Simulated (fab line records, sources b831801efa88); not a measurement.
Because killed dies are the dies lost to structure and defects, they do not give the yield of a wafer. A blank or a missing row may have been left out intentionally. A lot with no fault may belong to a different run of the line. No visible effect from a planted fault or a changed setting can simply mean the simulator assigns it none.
fab line records	flow gf180mcu
record: lots: 13	wafers: 39	last_day: 34
route steps=602 shown MVPSD@87 VT_IMPLANT@110 V1@349 V2@383
lots untouched by any fault: they come from a run of this same line in which no faults occurred
start_h: start of the lot's first displayed wafer, in hours after the record's first day	wait_h: hours elapsed since this lot's preceding step	" repeats the value in the row above	L1.1+2: several wafers, shown together as one row	- either no value or no given start	* or withheld: withheld	< > ~ a bound
route shown NAME@n: names a module that has steps shown in the file, with the first one's number in the route	usual: mean/standard deviation taken from wafers without a fault	same: alike in all rows	chamber/n: place in a boat	sites: each site's reading	_std_site: standard deviation of those values	_edge_site: outer sites' mean less inner sites'	radius_mm: how far each site lies from the wafer's centre	mask NAME#n: copy n	behind: the last tool/chamber to shape the wafer	hold: the reason the lot was held/the length of the hold in hours/how it ended	device: names the non-switching transistor (n, p or np)	end of line: the route-end tests of the same wafers	step lacking rows: just its recipe	killed: count of dies lost to structure and defects at first sort (not the wafer's yield)	map: a wafer's dies, marking killed ones x, the rest . and places with no die _
set.NAME: setting as actually run; set.NAME@STEP: the setting as run at that earlier step	model.NAME: the simulator's own value behind a step, which no gauge read
route steps across a sampled set of lots; one table per step, one row per wafer
services: a tool's chamber out of use, with start hour (start_h, from the record's first day; less than 0 if before it), hours out, and reason
== steps ==
step: GF_MVPSD_IMPLANT_09
recipe: species: B	energy_kev: 40	dose_cm2: 5e+12	tilt_deg: 0
lot.wafer	tool	chamber	start_h	wait_h
L634.2+4+6	implanter-03	0	94.39	0.1
L635.2+3+6	implanter-01	0	104.51	0.1
L636.1+2+5	implanter-03	0	106.71	0.1
L637.1+4+6	implanter-04	0	112.86	0.1
L638.3+4+6	implanter-04	0	121.93	0.1
L640.3+4+6	implanter-01	0	132.13	0.1
L641.2+5+6	implanter-03	0	138.91	0.1
L643.2+3+4	implanter-03	0	149.03	0.1
L646.3+4+5	implanter-03	0	166.71	0.1
L654.2+4+5	implanter-03	0	217.33	0.1
L655.1+2+3	implanter-03	0	223.18	0.1
L656.4+5+6	implanter-01	0	228.76	0.1
L657.1+3+5	implanter-03	0	240.18	0.1
step: GF_VT_IMPLANT_STRIP_20
recipe: chemistry: O2/N2	power_w: 1400	pressure_mtorr: 1500	platen_temp_c: 250	o2_flow_sccm: 3000	n2_flow_sccm: 300	overash_fraction: 0.5
usual: drypump_motor_current_A: 6.0/0.3	heater_power_w: 351/38	oes_product_au: 0.715/0.0042	platen_temp_c: 250.02/0.2	strip_time_to_endpoint_s: 12.62/0.037
same: overash_fraction: 0.5
lot.wafer	tool	chamber	start_h	wait_h	drypump_motor_current_A	heater_power_w	oes_product_au	platen_temp_c	rf_hours_counter_h	strip_time_to_endpoint_s
L634.2	plasma_asher-03	1	122.91	0.1	6.1	333	0.717	249.96	33	12.57
L634.4	"	1	"	"	6.1	331	0.712	249.93	-	12.62
L634.6	"	1	"	"	6.1	336	0.712	249.60	-	12.57
L635.2	plasma_asher-04	1	133.54	0.1	6.1	320	0.716	250.03	47	12.63
L635.3	"	1	"	"	6.0	324	0.710	250.15	-	12.64
L635.6	"	0	"	"	6.2	406	0.714	249.74	-	12.60
L636.1	plasma_asher-04	0	136.09	0.1	6.3	413	0.706	250.24	47	12.62
L636.2	"	1	"	"	6.0	313	0.714	250.10	47	12.57
L636.5	"	0	"	"	6.2	417	0.716	250.37	-	12.65
L637.1	plasma_asher-02	1	142.09	0.1	6.1	313	0.715	250.30	3	12.62
L637.4	"	0	"	"	5.9	319	0.722	250.02	-	12.64
L637.6	"	1	"	"	6.1	316	0.711	250.13	-	12.65
L638.3	plasma_asher-04	0	151.87	0.1	6.3	403	0.714	250.31	-	12.57
L638.4	"	1	"	"	6.1	312	0.715	250.13	-	12.60
L638.6	"	1	"	"	6.1	330	0.713	250.44	-	12.57
L640.3	plasma_asher-04	1	162.69	0.1	6.1	328	0.713	249.84	-	12.57
L640.4	"	0	"	"	6.2	401	0.719	250.04	-	12.54
L640.6	"	1	"	"	6.1	322	0.719	249.32	-	12.59
L641.2	plasma_asher-04	1	171.08	0.1	6.1	323	0.714	250.01	51	12.66
L641.5	"	1	"	"	6.1	318	0.717	250.11	-	12.62
L641.6	"	0	"	"	6.2	398	0.713	250.22	-	12.63
L643.2	plasma_asher-04	1	181.53	0.1	6.1	318	0.716	250.10	53	12.62
L643.3	"	1	"	"	6.1	308	0.714	250.30	-	12.64
L643.4	"	0	"	"	6.2	410	0.710	250.00	-	12.61
L646.3	plasma_asher-02	1	200.07	0.1	6.1	309	0.717	250.40	-	12.67
L646.4	"	0	"	"	5.9	314	0.720	249.88	-	12.62
L646.5	"	0	"	"	5.9	311	0.717	249.88	-	12.64
L654.2	plasma_asher-03	1	254.60	0.1	6.1	342	0.715	249.73	47	12.64
L654.4	"	1	"	"	6.1	333	0.714	249.78	-	12.67
L654.5	"	1	"	"	6.1	337	0.713	250.08	-	12.65
L655.1	plasma_asher-04	1	260.00	0.1	6.1	322	0.708	249.93	61	12.68
L655.2	"	0	"	"	6.2	409	0.714	250.06	61	12.68
L655.3	"	1	"	"	6.1	323	0.719	250.03	-	12.66
L656.4	plasma_asher-04	1	266.49	0.1	6.1	325	0.719	250.08	-	12.65
L656.5	"	1	"	"	6.1	327	0.719	250.03	-	12.69
L656.6	"	0	"	"	6.3	423	0.716	249.92	-	12.67
L657.1	plasma_asher-02	0	277.08	0.1	5.9	321	0.719	249.87	16	12.59
L657.3	"	1	"	"	6.1	318	0.720	250.07	-	12.60
L657.5	"	1	"	"	6.1	307	0.718	249.65	-	12.61
step: GF_VT_IMPLANT_RS_MEAS_49
recipe: thk_meas_gauge: four-point-probe
usual: MVPSD_RS: 1168.7/2.8
lot.wafer	tool	chamber	start_h	wait_h	hold	MVPSD_RS[ohm/sq]
L634.2	film_metro-01	-	154.05	0.1	-	1171.1
L634.4	"	-	"	"	-	1171.3
L634.6	"	-	"	"	-	1167.0
L635.2	film_metro-03	-	164.92	0.1	-	1171.0
L635.3	"	-	"	"	-	1170.1
L635.6	"	-	"	"	-	1166.7
L636.1	film_metro-03	-	167.51	0.1	-	1167.8
L636.2	"	-	"	"	-	1170.6
L636.5	"	-	"	"	-	1171.4
L637.1	film_metro-01	-	175.14	0.1	-	1169.0
L637.4	"	-	"	"	-	1170.8
L637.6	"	-	"	"	-	1174.0
L638.3	film_metro-03	-	184.70	0.1	-	1168.5
L638.4	"	-	"	"	-	1169.3
L638.6	"	-	"	"	-	1170.5
L640.3	film_metro-01	-	196.37	0.1	-	1165.3
L640.4	"	-	"	"	-	1166.3
L640.6	"	-	"	"	-	1169.1
L641.2	film_metro-01	-	205.51	0.1	-	1171.1
L641.5	"	-	"	"	-	1168.8
L641.6	"	-	"	"	-	1167.7
L643.2	film_metro-01	-	216.67	0.1	await_dispo/0.2h/release	1214.3
L643.3	"	-	"	"	await_dispo/0.2h/release	1214.8
L643.4	"	-	"	"	await_dispo/0.2h/release	1216.3
L643.2	film_metro-01	-	216.96	0.3	-	1214.8
L643.3	"	-	"	"	-	1214.7
L643.4	"	-	"	"	-	1214.8
L646.3	film_metro-01	-	235.97	0.1	await_dispo/0.2h/release	1212.3
L646.4	"	-	"	"	await_dispo/0.2h/release	1211.0
L646.5	"	-	"	"	await_dispo/0.2h/release	1209.5
L646.3	film_metro-01	-	236.25	0.3	-	1212.7
L646.4	"	-	"	"	-	1211.8
L646.5	"	-	"	"	-	1210.5
L654.2	film_metro-04	-	293.09	0.1	-	1172.1
L654.4	"	-	"	"	-	1172.5
L654.5	"	-	"	"	-	1172.4
L655.1	film_metro-03	-	298.62	0.1	-	1168.9
L655.2	"	-	"	"	-	1171.4
L655.3	"	-	"	"	-	1163.5
L656.4	film_metro-04	-	304.16	0.1	-	1169.4
L656.5	"	-	"	"	-	1171.6
L656.6	"	-	"	"	-	1169.3
L657.1	film_metro-03	-	315.33	0.1	-	1165.3
L657.3	"	-	"	"	-	1165.6
L657.5	"	-	"	"	-	1164.0
step: GF_VT_IMPLANT_WET_ETCH_50
recipe: chemistry: dHF	target_depth_nm: 20	target: SiO2	temp_c: 25	dilution: 100:1	time_s: 400
lot.wafer	tool	chamber	start_h	wait_h	hold
L634.2+4+6	wet_bench-03	1	154.15	0.1	-
L635.2+3+6	wet_bench-03	1	165.02	0.1	-
L636.1+2+5	wet_bench-03	2	167.63	0.1	-
L637.1+4+6	wet_bench-01	0	175.26	0.1	-
L638.3+4+6	wet_bench-02	2	184.78	0.1	-
L640.3+4+6	wet_bench-02	2	196.45	0.1	-
L641.2+5+6	wet_bench-03	1	205.61	0.1	-
L643.2+3+4	wet_bench-02	1	218.24	1.3	await_dispo/1.2h/release
L646.3+4+5	wet_bench-03	3	238.08	1.8	await_dispo/1.8h/release
L654.2+4+5	wet_bench-03	2	293.19	0.1	-
L655.1+2+3	wet_bench-02	1	298.74	0.1	-
L656.4+5+6	wet_bench-01	3	304.22	0.0	-
L657.1+3+5	wet_bench-02	0	315.45	0.1	-
step: GF_V1_CD_MEAS_14
recipe: target_cd_nm: 260
usual: cd_nm: 260.1/1.2
lot.wafer	tool	chamber	start_h	wait_h	cd_nm
L634.2	cd_sem-01	-	402.82	0.1	260.4
L634.4	"	-	"	"	259.3
L634.6	"	-	"	"	261.2
L635.2	cd_sem-02	-	416.11	0.1	260.0
L635.3	"	-	"	"	258.8
L635.6	"	-	"	"	259.8
L636.1	cd_sem-01	-	419.49	0.1	259.0
L636.2	"	-	"	"	259.7
L636.5	"	-	"	"	259.8
L637.1	cd_sem-02	-	429.69	0.1	259.0
L637.4	"	-	"	"	258.7
L637.6	"	-	"	"	258.9
L638.3	cd_sem-02	-	442.31	0.1	259.8
L638.4	"	-	"	"	258.6
L638.6	"	-	"	"	259.3
L640.3	cd_sem-01	-	459.13	0.1	259.1
L640.4	"	-	"	"	259.2
L640.6	"	-	"	"	260.2
L641.2	cd_sem-02	-	477.41	0.1	260.4
L641.5	"	-	"	"	260.6
L641.6	"	-	"	"	259.8
L643.2	cd_sem-02	-	492.46	0.1	258.4
L643.3	"	-	"	"	258.7
L643.4	"	-	"	"	258.2
L646.3	cd_sem-02	-	515.63	0.1	259.9
L646.4	"	-	"	"	262.4
L646.5	"	-	"	"	260.5
L654.2	cd_sem-01	-	587.16	0.1	257.5
L654.4	"	-	"	"	258.6
L654.5	"	-	"	"	259.8
L655.1	cd_sem-02	-	591.44	0.1	258.4
L655.2	"	-	"	"	259.8
L655.3	"	-	"	"	259.3
L656.4	cd_sem-02	-	598.92	0.1	260.1
L656.5	"	-	"	"	259.2
L656.6	"	-	"	"	260.1
L657.1	cd_sem-02	-	608.54	0.1	258.5
L657.3	"	-	"	"	259.3
L657.5	"	-	"	"	259.2
step: GF_V2_THK_MEAS_01
recipe: reads: SiO2_of_V2_CVD_00
usual: V2_CVD_00_THK: 599/5.9
lot.wafer	tool	chamber	start_h	wait_h	V2_CVD_00_THK[nm]
L634.2	film_metro-04	-	427.86	0.0	603
L634.4	"	-	"	"	599
L634.6	"	-	"	"	582
L635.2	film_metro-04	-	442.86	0.0	595
L635.3	"	-	"	"	599
L635.6	"	-	"	"	591
L636.1	film_metro-01	-	445.89	0.0	595
L636.2	"	-	"	"	600
L636.5	"	-	"	"	599
L637.1	film_metro-03	-	456.37	0.1	606
L637.4	"	-	"	"	600
L637.6	"	-	"	"	604
L638.3	film_metro-04	-	469.98	0.1	599
L638.4	"	-	"	"	601
L638.6	"	-	"	"	598
L640.3	film_metro-01	-	486.11	0.1	600
L640.4	"	-	"	"	598
L640.6	"	-	"	"	597
L641.2	film_metro-04	-	503.99	0.1	605
L641.5	"	-	"	"	599
L641.6	"	-	"	"	591
L643.2	film_metro-03	-	518.16	0.1	600
L643.3	"	-	"	"	593
L643.4	"	-	"	"	591
L646.3	film_metro-04	-	540.98	0.1	606
L646.4	"	-	"	"	605
L646.5	"	-	"	"	597
L654.2	film_metro-04	-	611.29	0.0	599
L654.4	"	-	"	"	591
L654.5	"	-	"	"	609
L655.1	film_metro-04	-	614.70	0.0	590
L655.2	"	-	"	"	605
L655.3	"	-	"	"	603
L656.4	film_metro-03	-	622.82	0.0	598
L656.5	"	-	"	"	600
L656.6	"	-	"	"	604
L657.1	film_metro-03	-	631.78	0.0	604
L657.3	"	-	"	"	603
L657.5	"	-	"	"	593
== services ==
tool	chamber	start_h	hours	kind
plasma_asher-02	-	108.75	9.0	pm
plasma_asher-02	0	108.75	9.0	vent_cycle
plasma_asher-02	1	108.75	9.0	vent_cycle
wet_bench-03	-	113.81	1.9	pm
plasma_asher-02	0	117.75	-	clean
plasma_asher-02	1	117.75	-	clean
plasma_asher-02	-	161.97	14.6	pm
plasma_asher-03	-	173.56	0.5	repair
plasma_asher-03	-	176.81	2.4	repair
wet_bench-01	-	198.73	0.6	repair
wet_bench-03	-	212.86	11.8	repair
implanter-01	-	218.23	1.8	repair
implanter-01	-	221.38	2.5	pm
wet_bench-02	-	230.19	43.7	pm
implanter-03	-	255.34	2.7	pm
wet_bench-01	-	257.66	4.4	repair
plasma_asher-03	-	266.85	33.5	repair
implanter-04	-	267.19	2.6	repair
wet_bench-03	-	273.72	1.6	repair
implanter-04	-	283.15	2.0	repair
plasma_asher-02	-	299.49	4.1	repair
== key ==
first_sign: step: GF_VT_IMPLANT_RS_MEAS_49	reading: MVPSD_RS	direction: up	sigmas: 16	usual: 1168.7	struck: 1213.0
effect: step: GF_VT_IMPLANT_RS_MEAS_49	reading: hold	direction: added
met_at GF_MVPSD_IMPLANT_09
struck_lots L643,L646
tester_left_out L643,L646
not_acting_at GF_VT_IMPLANT_STRIP_20,GF_V1_CD_MEAS_14,GF_V2_THK_MEAS_01
onset_between 138.91 149.03
fault: kind: process_parameter_drift	tool: implanter-03	chamber: -	onset_h: 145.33	steps: GF_MVPSD_IMPLANT_09	channel: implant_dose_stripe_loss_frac	offset: 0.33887	shape: step	end_h: 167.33
tester_left_out: of these lots the tester's yield and bins aren't shown, on N5 and GAA mostly nor the transistor test; their killed dies are dies lost to structure and defects alone, not to doping, threshold or leakage, so they don't give the yield
